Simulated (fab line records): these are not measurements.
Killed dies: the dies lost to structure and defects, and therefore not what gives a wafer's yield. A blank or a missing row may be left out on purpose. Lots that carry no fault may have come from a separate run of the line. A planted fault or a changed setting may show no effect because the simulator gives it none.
Comparing a struck lot with a sound one / flow sky130 / 21 steps out of a route of 708
Sound: these wafers, L850.1, L850.4, L850.5. Struck: wafers L862.1, L862.2, L862.5. The cause comes at the end.
At each step with rows: each side's tool, then ch and its chambers, then its first start. Under that, the readings that differ: sound wafers / struck wafers / difference of the means / sigmas: that difference in standard deviations of wafers without a fault.
alike: readings with means less than 2 such deviations apart, plus words and numbers identical on both sides. not compared: withheld readings, readings lacking a value on some wafer, bounds such as >300 that could conceal the same value, and numbers that have no deviation in the record and whose values overlap.
A row with sigmas, a row that says differs or no value, or rows on one side alone: a step with any of these is where the two part. When numbers do not overlap yet have no deviation, they are printed without sigmas and do not part them. A reading missing from all wafers of one side parts the sides only when that side holds two or more wafers.

first, 4 steps without rows for these wafers: SKY_METAL2_STRIP_21 (strips in post etch residue remover, time 1200 s); SKY_METAL2_CLEAN_22 (cleans in IPA, time 180 s); SKY_METAL2_CLEAN_23 (cleans in O3/DIW); SKY_VIA2_HDPCVD_00 (deposits SiO2, target thk 1180 nm, time 187.1 s).
SKY_VIA2_THK_MEAS_01:
  struck on film_metro-01, day 39 06:29; sound on film_metro-01, day 35 07:26
  alike: VIA2_HDPCVD_THK
SKY_VIA2_CMP_02: polishes SiO2.
  sound on cmp-01 ch 1,3, day 35 07:32; struck on cmp-02 ch 0,1,3, day 39 06:32
  alike: edge_zone_pressure_frac, head_pressure_psi, motor_current_A
SKY_VIA2_BOW_MEAS_03:
  struck on film_metro-02, day 39 06:50; sound on film_metro-01, day 35 07:47
  alike: VIA2_BOW
then, 5 steps without rows for these wafers: SKY_VIA2_DEHYDRATE_04 (time 60 s); SKY_VIA2_HMDS_05 (prime time 60 s); SKY_VIA2_COAT_06 (resist thk 60 nm); SKY_VIA2_COAT_07 (resist thk 450 nm); SKY_VIA2_SOFTBAKE_08 (time 90 s).
SKY_VIA2_EXPOSE_09: exposes mask VIM2, target cd 200 nm.
  sound on krf_scanner-02 ch 0, day 35 20:54; struck on krf_scanner-02 ch 0, day 39 19:21
  alike: mask
then, 2 steps without rows for these wafers: SKY_VIA2_PEB_10; SKY_VIA2_DEVELOP_11 (develop time 60 s).
SKY_VIA2_CD_MEAS_12: target cd 200 nm.
  struck on cd_sem-01, day 40 07:43; sound on cd_sem-02, day 36 09:10
reading=cd_nm (nm); sound=198.8 198.1 198.1; struck=163.0 187.4 142.3; difference=-34.1; sigmas=-23
SKY_VIA2_OVL_MEAS_13:
  struck on overlay-01, day 40 07:50; sound on overlay-01, day 36 09:17
  alike: VIA2_OVL
SKY_VIA2_ETCH_14: etches BARC in N2/H2, stops on SiO2, time 45.9 s, target depth 60 nm.
  sound on rie_diel-04 ch 0,2,3, day 36 09:19; struck on rie_diel-02 ch 0,1, day 40 07:52
reading=model.VIA2.cd_nm (nm); sound=199 198.6 197.5; struck=163.3 187.3 142.3; difference=-34.1; sigmas=
  alike: drypump_motor_current_A, oes_product_au, throttle_valve_pct
  not compared: rf_hours_counter_h
SKY_VIA2_ETCH_15: etches SiO2 in C4F8/O2/Ar, stops on TiN, target depth 546 nm, time 84 s.
  sound on rie_diel-04 ch 0,2,3, day 36 09:22; struck on rie_diel-02 ch 0,1, day 40 07:55
reading=model.VIA2.cd_nm (nm); sound=199.3 198.2 200.4; struck=165.2 190.5 145.6; difference=-32.2; sigmas=
  alike: oes_product_au
  not compared: rf_hours_counter_h
SKY_VIA2_STRIP_16: strips in O2/N2.
  sound on plasma_asher-02 ch 0,1, day 36 09:25; struck on plasma_asher-03 ch 0,1, day 40 07:58
  alike: drypump_motor_current_A, oes_product_au, strip_time_to_endpoint_s
  not compared: rf_hours_counter_h
-- the record jumps here: 9 days lie between the struck wafers' starts before and after (it left off in module VIA2 and takes up again in module PAD_OPEN, whose first step shown is number 708 of the route) --
SKY_PAD_OPEN_PROBE_99:
  struck on prober-01, day 48 22:56; sound on prober-02, day 45 19:49
reading=defect_limited_yield (%); sound=82.9 85.4 83.1; struck=40.7 79.5 0.6; difference=-43.5; sigmas=-22
reading=killed_at_M0_to_M3; sound=38 32 38; struck=245 51 445; difference=+211; sigmas=+30
reading=killed_dies; sound=84 72 83; struck=292 101 489; difference=+214; sigmas=+22
reading=killed_on_rim; sound=13 15 13; struck=86 20 96; difference=+54; sigmas=+15
reading=killed_short; sound=30 27 32; struck=46 56 45; difference=+19; sigmas=+3
reading=sort_bin_5_function (%); sound=11.2 8.9 10.6; struck=53.7 12.4 93.5; difference=+43.0; sigmas=+29
reading=sort_n_pass; sound=408 420 409; struck=200 391 3; difference=-214; sigmas=-22
reading=sort_yield_pct (%); sound=82.9 85.4 83.1; struck=40.7 79.5 0.6; difference=-43.5; sigmas=-22
  alike: killed_at_M4_up, killed_at_contacts, killed_at_front_end, killed_at_other, killed_open, sort_bin_3_pad_short, sort_bin_6_memory

## WHERE THEY PART
Earliest at SKY_VIA2_CD_MEAS_12; latest, in this record, at SKY_PAD_OPEN_PROBE_99.

WHY: what had been put in by the simulator
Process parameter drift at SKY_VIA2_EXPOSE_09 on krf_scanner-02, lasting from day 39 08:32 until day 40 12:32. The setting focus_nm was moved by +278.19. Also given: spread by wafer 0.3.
